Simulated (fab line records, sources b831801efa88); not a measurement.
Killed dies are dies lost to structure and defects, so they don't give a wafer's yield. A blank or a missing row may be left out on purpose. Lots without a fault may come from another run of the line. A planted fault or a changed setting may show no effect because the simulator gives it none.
A struck lot beside a sound one | flow sfq_line | 17 steps out of a route of 325
Sound: wafers L290.1, L290.5, L290.6. Struck: wafer L300.1. (L300.2, L300.6 of the same lot were not struck and are left out.) The cause comes at the end.
At each step with rows: each side's tool, then ch and its chambers, then its first start. Under that, the readings that differ: sound wafers | struck wafers | difference of the means | sigmas: that difference in standard deviations of wafers without a fault.
alike: readings whose means differ by less than 2 such deviations, and words and numbers that are the same on both sides. not compared: withheld readings, readings that some wafer has no value for, bounds like >300 that may hide the same value, and numbers for which the record gives no deviation and whose values overlap.
The two part at a step that has a row with sigmas, a row that says differs or no value, or rows on one side only. Numbers that don't overlap but have no deviation are shown without sigmas and don't part them. A reading that every wafer of one side lacks parts them only if that side has two wafers or more.

SFQ_TRILAYER_I7_VIA_STRIP_STRIP_191: strips in O2.
  sound on rie_metal-03 ch 0,1, day 76 21:58; struck on rie_metal-03 ch 1, day 89 04:32
  reading               | sound             | struck | difference | sigmas
  oes_product_au (a.u.) | 1.005 1.007 1.010 | 0.984  | -0.023     | -2
  alike: drypump_motor_current_A
  not compared: rf_hours_counter_h
then, 8 steps without rows for these wafers: SFQ_TRILAYER_I7_VIA_STRIP_SOLV_CLEAN_192 (cleans in NMP, time 600 s); SFQ_TRILAYER_M8_LITHO_LOR_COAT_197; SFQ_TRILAYER_M8_LITHO_LOR_BAKE_198; SFQ_TRILAYER_M8_LITHO_COAT_193 (resist thk 600 nm); SFQ_TRILAYER_M8_LITHO_SOFTBAKE_199; SFQ_TRILAYER_M8_LITHO_EXPOSE_194 (exposes mask M8, target cd 2000 nm); SFQ_TRILAYER_M8_LITHO_PEB_196 (peb time 60 s); SFQ_TRILAYER_M8_LITHO_DEVELOP_195 (img clear 15 s, time 55 s).
SFQ_M8_OVL_MEAS_948:
  sound on overlay-02, day 80 13:04; struck on overlay-01, day 89 09:05
  alike: M8_OVL
then, 2 steps without rows for these wafers: SFQ_TRILAYER_M8_DEP_EVAP_197 (material Ti, target thk 20 nm, time 100 s); SFQ_TRILAYER_M8_DEP_EVAP_198 (material Pt, target thk 50 nm, time 250 s).
SFQ_TRILAYER_M8_DEP_EVAP_196: material Au, target thk 180 nm, time 900 s.
  sound on pvd_sputter-01, day 80 13:20; struck on pvd_sputter-01, day 89 09:21
  reading                                          | sound             | struck | difference | sigmas
  model.Au_of_TRILAYER_M8_DEP_EVAP_196.thk_nm (nm) | 182.6 181.3 180.2 | 212.3  | +30.9      |
SFQ_M8_RS_MEAS_949: measures by four-point-probe.
  sound on film_metro-04, day 80 13:51; struck on film_metro-01, day 89 09:52
  reading           | sound                | struck | difference | sigmas
  M8_AU_RS (ohm/sq) | 0.1515 0.1528 0.1537 | 0.1299 | -0.0228    | -13
SFQ_M8_THK_MEAS_950: measures by xrf.
  sound on film_metro-04, day 80 13:58; struck on film_metro-01, day 89 09:59
  reading        | sound             | struck | difference | sigmas
  M8_AU_THK (nm) | 179.4 177.2 176.5 | 206.4  | +28.7      | +12
then, 1 step without rows for these wafers: SFQ_TRILAYER_M8_LIFTOFF_LIFTOFF_197 (chemistry NMP, time 600 s).
SFQ_M8_BOW_MEAS_951:
  sound on film_metro-01, day 80 14:12; struck on film_metro-01, day 89 10:13
  reading                 | sound                | struck | difference | sigmas
  model.etest.i7.link_ohm | 1.066 1.063 1.071    | 1.02   | -0.05      |
  model.etest.m8.ohm_sq   | 0.1513 0.1523 0.1533 | 0.1301 | -0.0222    |
  alike: M8_BOW

WHERE THEY PART
First at SFQ_TRILAYER_I7_VIA_STRIP_STRIP_191; last, within this record, at SFQ_M8_THK_MEAS_950. Later steps at which nothing parts them and some readings are alike: SFQ_M8_BOW_MEAS_951.

WHY: what the simulator had put in
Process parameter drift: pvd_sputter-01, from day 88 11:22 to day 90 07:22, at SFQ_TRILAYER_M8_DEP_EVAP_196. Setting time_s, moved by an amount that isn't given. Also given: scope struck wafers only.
